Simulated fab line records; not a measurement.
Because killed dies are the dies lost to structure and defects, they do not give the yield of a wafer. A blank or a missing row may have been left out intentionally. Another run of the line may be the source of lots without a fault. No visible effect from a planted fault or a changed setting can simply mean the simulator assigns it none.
fab line records    flow sky130
[record] lots = 7  wafers = 21  last_day = 50
route steps=708 shown FIELD_ISO@25 NWELL@32 DNWELL@35 PAD_OPEN@708
lots with no fault: from the same line, run without faults
start_h: start of the lot's first displayed wafer, in hours after the record's first day    wait_h: hours from the lot's prior step to this one    " identical to the entry in the row above    L1.1+2: a row that stands for several wafers    - no value, or no start was given    * or withheld: withheld    < > ~ a bound
route shown NAME@n: a module of which the file shows steps, and the number in the route of the first    usual: mean and standard deviation over wafers with no fault    same: alike in all rows    chamber/n: place in a boat    sites: readings site by site    _std_site: their standard deviation    _edge_site: outer sites' mean less inner sites'    radius_mm: how far each site lies from the wafer's centre    mask NAME#n: copy n    behind: the tool/chamber that last shaped the wafer    hold: what put the lot on hold/how long, in hours/how the hold closed    device: names the non-switching transistor (n, p or np)    end of line: at the end of the route, the tests of the same wafers    a step given without rows: its recipe and nothing more    killed: the dies lost at the first sort to structure and to defects; this is not the yield of the wafer    map: per-die view of a wafer (x killed, . not killed, _ where there is no die)
set.NAME: the setting that was run; set.NAME@STEP: the one run at that earlier step    model.NAME: the simulator's own value behind a step, which no gauge read
certain route steps with their lots: each step a table, each wafer a row
services: when a tool's chamber went out of use (start_h, in hours from the record's first day, below 0 if earlier), for how many hours, and the reason
[[steps]]
[step SKY_FIELD_ISO_CVD_24]
[recipe] material = SiO2  target_thk_nm = 595  temp_c = 650  sigma_open_frac = 0.3  time_s = 99.2  sih4_flow_sccm = 60  pressure_mtorr = 6
[step SKY_FIELD_ISO_THK_MEAS_25]
[recipe] reads = SiO2_of_FIELD_ISO_CVD_24
[usual] FIELD_ISO_CVD_24_THK = 596/7.2
lot.wafer  tool           chamber  start_h  wait_h  FIELD_ISO_CVD_24_THK[nm]
L219.1     film_metro-01  -        72.38    0.0     606
L219.2     "              -        "        "       605
L219.3     "              -        "        "       599
L220.1     film_metro-02  -        78.61    0.0     588
L220.3     "              -        "        "       586
L220.5     "              -        "        "       596
L222.2     film_metro-02  -        88.39    0.0     601
L222.4     "              -        "        "       592
L222.6     "              -        "        "       597
L223.1     film_metro-02  -        94.35    0.0     595
L223.3     "              -        "        "       595
L223.6     "              -        "        "       591
L231.2     film_metro-04  -        135.32   0.0     598
L231.4     "              -        "        "       600
L231.6     "              -        "        "       593
L232.2     film_metro-01  -        142.28   0.0     599
L232.3     "              -        "        "       599
L232.5     "              -        "        "       592
L233.2     film_metro-02  -        147.81   0.0     582
L233.3     "              -        "        "       600
L233.4     "              -        "        "       578
[step SKY_FIELD_ISO_ANNEAL_26]
[recipe] temp_c = 1000  time_s = 1800  ambient = N2
[step SKY_FIELD_ISO_CMP_27]
[recipe] stop_on = Si3N4  t_overpolish_s = 16  down_force_psi = 4  platen_rpm = 60  target_thk_nm = 457.8  pad_velocity_m_s = 0.94248
[usual] edge_zone_pressure_frac = 1.001/0.0053  motor_current_A = 12.8/0.68  overpolish_run_s = 16.000/0.0086  time_to_endpoint_s = 107/4.3
lot.wafer  tool    chamber  start_h  wait_h  edge_zone_pressure_frac  motor_current_A  overpolish_run_s  time_to_endpoint_s
L219.2     cmp-01  3        74.69    0.1     0.999                    12.1             15.991            101
L219.3     "       0        "        "       1.008                    14.1             15.997            98
L219.1     "       1        "        "       1.001                    13.1             16.002            101
L220.3     cmp-01  3        80.27    0.1     1.002                    13.1             16.002            97
L220.1     "       0        "        "       0.993                    13.5             15.999            102
L220.5     "       1        "        "       1.000                    13.3             15.999            99
L222.4     cmp-02  0        89.94    0.0     0.994                    13.3             16.011            106
L222.2     "       2        "        "       1.015                    11.8             15.993            108
L222.6     "       1        "        "       0.999                    11.9             16.000            108
L223.3     cmp-01  3        95.91    0.0     0.997                    11.5             16.006            106
L223.1     "       1        "        "       1.004                    12.5             15.985            104
L223.6     "       3        "        "       0.999                    12.4             16.002            105
L231.4     cmp-01  3        138.15   0.1     1.003                    12.6             16.004            103
L231.2     "       0        "        "       0.995                    12.8             15.995            105
L231.6     "       3        "        "       1.006                    13.1             15.992            103
L232.3     cmp-02  1        145.20   0.1     1.005                    11.6             15.994            110
L232.2     "       2        "        "       1.004                    11.5             15.998            112
L232.5     "       0        "        "       1.004                    14.0             16.008            108
L233.3     cmp-02  2        154.86   0.0     1.006                    11.8             15.989            113
L233.4     "       0        "        "       1.003                    13.1             15.997            111
L233.2     "       1        "        "       0.998                    11.3             16.016            109
[step SKY_FIELD_ISO_WET_ETCH_28]
[recipe] chemistry = dHF  target_depth_nm = 23.7  target = SiO2  dilution = 10:1  temp_c = 25  time_s = 47
[step SKY_FIELD_ISO_WET_ETCH_29]
[recipe] chemistry = H3PO4  target_depth_nm = 160  target = Si3N4  temp_c = 160  time_s = 1825
[step SKY_FIELD_ISO_WET_ETCH_30]
[recipe] chemistry = dHF  target_depth_nm = 25  target = SiO2  dilution = 10:1  temp_c = 25  time_s = 50
[step SKY_NWELL_CLEAN_00]
[recipe] chemistry = SC1/SC2  mix = 1:4:20  temp_c = 70  time_s = 150  dry = n2_spin
[step SKY_NWELL_OXIDATION_01]
[recipe] temp_c = 900  ambient = O2  stabilise_s = 600  purge_s = 300  target_thk_a = 100  ox_time_s = 1418
[step SKY_NWELL_THK_MEAS_02]
[recipe] reads = SiO2_of_NWELL_OXIDATION_01
[usual] NWELL_OXIDATION_THK = 10.02/0.21
lot.wafer  tool           chamber  start_h  wait_h  NWELL_OXIDATION_THK[nm]
L219.1     film_metro-04  -        78.08    0.0     10.15
L219.2     "              -        "        "       10.21
L219.3     "              -        "        "       10.09
L220.1     film_metro-03  -        83.03    0.0     10.18
L220.3     "              -        "        "       10.33
L220.5     "              -        "        "       10.16
L222.2     film_metro-03  -        92.59    0.0     9.88
L222.4     "              -        "        "       9.88
L222.6     "              -        "        "       9.70
L223.1     film_metro-01  -        99.44    0.0     9.79
L223.3     "              -        "        "       9.74
L223.6     "              -        "        "       10.05
L231.2     film_metro-04  -        140.98   0.0     10.01
L231.4     "              -        "        "       10.23
L231.6     "              -        "        "       10.12
L232.2     film_metro-03  -        152.12   0.0     10.40
L232.3     "              -        "        "       10.37
L232.5     "              -        "        "       10.48
L233.2     film_metro-01  -        161.54   0.0     10.12
L233.3     "              -        "        "       10.18
L233.4     "              -        "        "       10.02
[step SKY_DNWELL_DEHYDRATE_00]
[recipe] temp_c = 200  time_s = 60
[step SKY_DNWELL_HMDS_01]
[recipe] prime_time_s = 60  prime_temp_c = 120
[step SKY_DNWELL_COAT_02]
[recipe] spin_rpm = 2000  resist_thk_nm = 3000
[usual] dispense_pressure_kPa = 46/4.8  resist_line_temp_C = 22.99/0.1  spin_speed_rpm = 2000.0/1.5
lot.wafer  tool            chamber  start_h  wait_h  dispense_pressure_kPa  resist_line_temp_C  spin_speed_rpm  model.coat_of_DNWELL_COAT_02.thk_nm
L219.1     litho_track-02  0        86.74    0.1     44                     22.99               1998.8          2994
L219.2     "               0        "        "       44                     23.02               1998.1          2989
L219.3     "               0        "        "       44                     23.05               1998.4          2995
L220.1     litho_track-02  0        91.94    0.1     44                     22.96               2137.3          2906
L220.3     "               0        "        "       44                     22.97               2139.8          2892
L220.5     "               0        "        "       44                     22.90               2138.6          2904
L222.2     litho_track-02  0        101.31   0.1     44                     23.11               2137.8          2893
L222.4     "               0        "        "       44                     23.09               2139.5          2893
L222.6     "               0        "        "       44                     23.11               2141.1          2888
L223.1     litho_track-02  0        108.49   0.1     44                     22.93               2135.7          2904
L223.3     "               0        "        "       44                     22.96               2137.4          2905
L223.6     "               0        "        "       44                     22.94               2135.7          2906
L231.2     litho_track-04  0        150.92   0.1     45                     22.92               2000.2          2988
L231.4     "               0        "        "       45                     23.08               2001.8          2991
L231.6     "               0        "        "       45                     23.06               1999.5          2988
L232.2     litho_track-02  0        161.81   0.1     44                     22.82               2003.5          3007
L232.3     "               0        "        "       44                     22.98               2000.4          3014
L232.5     "               0        "        "       44                     22.83               2002.4          3006
L233.2     litho_track-01  0        170.73   0.1     57                     22.96               2000.6          3006
L233.3     "               0        "        "       57                     23.03               1996.4          3013
L233.4     "               0        "        "       57                     22.83               1999.3          3005
[step SKY_DNWELL_SOFTBAKE_03]
[recipe] temp_c = 110  time_s = withheld
[step SKY_DNWELL_EXPOSE_04]
[recipe] mask_id = DNM  na = 0.57  target_cd_nm = 3000  dose_mj = 222
[step SKY_DNWELL_PEB_05]
[recipe] temp_c = 115  time_s = withheld
[step SKY_DNWELL_DEVELOP_06]
[recipe] wall_angle_deg = 90  developer = TMAH  develop_time_s = 60  dev_temp_c = 23
[usual] resist_line_temp_C = 22.98/0.11
lot.wafer  tool            chamber  start_h  wait_h  resist_line_temp_C  model.coat_of_DNWELL_COAT_02.thk_nm
L219.1     litho_track-02  0        -        -       23.01               2990
L219.2     "               0        "        "       22.98               2985
L219.3     "               0        "        "       23.08               2990
L220.1     litho_track-04  0        -        -       23.09               2902
L220.3     "               0        "        "       23.01               2888
L220.5     "               0        "        "       23.00               2900
L222.2     litho_track-04  0        -        -       22.96               2888
L222.4     "               0        "        "       23.07               2888
L222.6     "               0        "        "       22.95               2883
L223.1     litho_track-02  0        -        -       22.98               2899
L223.3     "               0        "        "       23.01               2901
L223.6     "               0        "        "       22.98               2902
L231.2     litho_track-02  0        -        -       22.78               2984
L231.4     "               0        "        "       22.76               2987
L231.6     "               0        "        "       22.91               2984
L232.2     litho_track-01  0        -        -       23.15               3003
L232.3     "               0        "        "       23.03               3010
L232.5     "               0        "        "       23.16               3002
L233.2     litho_track-01  0        -        -       23.21               3002
L233.3     "               0        "        "       22.98               3009
L233.4     "               0        "        "       23.22               3000
[step SKY_DNWELL_IMPLANT_07]
[recipe] species = P  energy_kev = withheld  dose_cm2 = withheld  tilt_deg = withheld
[step SKY_DNWELL_STRIP_08]
[recipe] chemistry = O2/N2  power_w = 1400  pressure_mtorr = 1500  platen_temp_c = withheld  o2_flow_sccm = 3000  n2_flow_sccm = 300  overash_fraction = 0.5
[usual] drypump_motor_current_A = 6.14/0.17  oes_product_au = 0.723/0.0044  strip_time_to_endpoint_s = 36.90/0.096
lot.wafer  tool             chamber  start_h  wait_h  drypump_motor_current_A  oes_product_au  rf_hours_counter_h  strip_time_to_endpoint_s
L219.1     plasma_asher-02  0        95.84    0.1     6.08                     0.727           29                  36.85
L219.2     "                1        "        "       6.28                     0.729           29                  36.78
L219.3     "                0        "        "       6.08                     0.717           -                   36.84
L220.1     plasma_asher-03  1        101.34   0.1     6.16                     0.727           41                  35.85
L220.3     "                0        "        "       5.71                     0.722           -                   35.69
L220.5     "                1        "        "       6.20                     0.726           -                   35.81
L222.2     plasma_asher-02  0        111.44   0.1     6.10                     0.723           30                  35.68
L222.4     "                0        "        "       6.10                     0.725           -                   35.68
L222.6     "                0        "        "       6.08                     0.719           -                   35.63
L223.1     plasma_asher-03  0        118.04   0.1     5.70                     0.726           0                   35.80
L223.3     "                0        "        "       5.71                     0.724           -                   35.83
L223.6     "                0        "        "       5.71                     0.720           -                   35.83
L231.2     plasma_asher-04  0        160.69   0.1     6.25                     0.725           48                  36.77
L231.4     "                1        "        "       6.09                     0.723           -                   36.80
L231.6     "                1        "        "       6.09                     0.714           -                   36.76
L232.2     plasma_asher-02  0        172.20   0.1     6.08                     0.726           36                  36.99
L232.3     "                1        "        "       6.29                     0.723           -                   37.06
L232.5     "                1        "        "       6.31                     0.724           -                   36.99
L233.2     plasma_asher-04  0        181.35   0.1     6.24                     0.719           50                  36.98
L233.3     "                1        "        "       6.11                     0.721           -                   37.05
L233.4     "                0        "        "       6.26                     0.717           -                   36.95
[step SKY_DNWELL_TW_MEAS_09]
[usual] DNWELL_TW = 1114/12
lot.wafer  tool           chamber  start_h  wait_h  DNWELL_TW
L219.1     film_metro-04  -        95.94    0.1     1130
L219.2     "              -        "        "       1124
L219.3     "              -        "        "       1127
L220.1     film_metro-04  -        101.44   0.1     1118
L220.3     "              -        "        "       1120
L220.5     "              -        "        "       1118
L222.2     film_metro-03  -        111.55   0.1     1103
L222.4     "              -        "        "       1098
L222.6     "              -        "        "       1100
L223.1     film_metro-04  -        118.14   0.1     1120
L223.3     "              -        "        "       1127
L223.6     "              -        "        "       1118
L231.2     film_metro-01  -        160.80   0.1     1109
L231.4     "              -        "        "       1103
L231.6     "              -        "        "       1112
L232.2     film_metro-03  -        172.31   0.1     1112
L232.3     "              -        "        "       1110
L232.5     "              -        "        "       1112
L233.2     film_metro-04  -        181.46   0.1     1114
L233.3     "              -        "        "       1110
L233.4     "              -        "        "       1122
[step SKY_PAD_OPEN_PROBE_99]
[usual] killed_at_M0_to_M3 = 43/6.8  killed_at_M4_up = 3.3/2.1  killed_at_contacts = 24/5  killed_at_front_end = 15/4.4  killed_at_other = 0.3/0.57  killed_dies = 86/9.7  killed_open = 47/7.3  killed_short = 39/6.1
[same] gross_dies = 492  killed_at_back_side = 0
lot.wafer  tool       chamber  start_h  wait_h  killed_at_M0_to_M3  killed_at_M4_up  killed_at_contacts  killed_at_front_end  killed_at_other  killed_dies  killed_open  killed_short
L222.2     prober-01  -        1143.43  0.1     45                  7                23                  8                    0                83           39           42
L222.4     prober-01  -        1143.53  0.2     48                  6                22                  8                    0                84           40           44
L222.6     prober-01  -        1143.63  0.2     46                  6                23                  14                   0                89           46           43
// killed by level:class
L222.2 LI_CONTACT:geometric_particle:open=9 CONTACT:geometric_particle:short=9 VIA1:geometric_particle:open=8 METAL2:geometric_particle:short=7 VIA1:geometric_particle:short=6 VIA3:geometric_particle:open=6 VIA2:geometric_particle:open=5 METAL1:geometric_particle:short=4
L222.4 CONTACT:geometric_particle:open=9 VIA1:geometric_particle:open=8 VIA2:geometric_particle:open=8 VIA1:geometric_particle:short=7 METAL2:geometric_particle:short=6 LI_CONTACT:geometric_particle:open=5 METAL4:geometric_particle:short=5 CONTACT:geometric_particle:short=4
L222.6 VIA1:geometric_particle:open=9 LI_CONTACT:geometric_particle:open=7 CONTACT:geometric_particle:open=7 FIELD_ISO:geometric_particle:open=6 METAL4:geometric_particle:short=6 VIA1:geometric_particle:short=5 METAL2:geometric_particle:short=5 METAL3:geometric_particle:short=5
[[services]]
tool             chamber  start_h  hours  kind
cmp-01           -        64.00    4.0    pm
cmp-01           -        68.00    -      consumable_replace:conditioner
cmp-01           -        68.00    -      consumable_replace:pad
cmp-02           -        68.09    16.0   pm
cmp-02           -        92.56    9.6    repair
cmp-02           -        107.23   6.2    pm
plasma_asher-03  -        108.75   9.0    pm
plasma_asher-03  0        108.75   9.0    vent_cycle
plasma_asher-03  1        108.75   9.0    vent_cycle
plasma_asher-03  0        117.75   -      clean
plasma_asher-03  1        117.75   -      clean
plasma_asher-03  -        125.19   7.4    pm
cmp-01           -        154.25   3.9    repair
cmp-01           -        160.19   1.3    repair
[[key]]
[first_sign] step = SKY_DNWELL_COAT_02  reading = spin_speed_rpm  direction = up  sigmas = 93  usual = 2000.0  struck = 2138.1
[effect] step = SKY_DNWELL_STRIP_08  reading = strip_time_to_endpoint_s  direction = down  sigmas = 12  usual = *  struck = *
[model_effect] step = SKY_DNWELL_COAT_02  value = coat_of_DNWELL_COAT_02.thk_nm  without = 2998  struck = 2899
[model_effect] step = SKY_DNWELL_DEVELOP_06  value = coat_of_DNWELL_COAT_02.thk_nm  without = 2994  struck = 2895
met_at SKY_DNWELL_COAT_02
struck_wafers L220.1,L220.3,L220.5,L222.2,L222.4,L222.6,L223.1,L223.3,L223.6
tester_left_out L220,L222,L223
onset_between 86.74 91.94
[fault] kind = process_parameter_drift  tool = litho_track-02  chamber = -  onset_h = 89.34  steps = SKY_DNWELL_COAT_02  channel = spin_rpm  offset = 139.02  shape = step  end_h = 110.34  acts_in = these_recipes_only  stated = 2000
// tester_left_out: of these lots the tester's yield and bins aren't shown, on N5 and GAA mostly nor the transistor test; their killed dies are dies lost to structure and defects alone, not to doping, threshold or leakage, so they don't give the yield
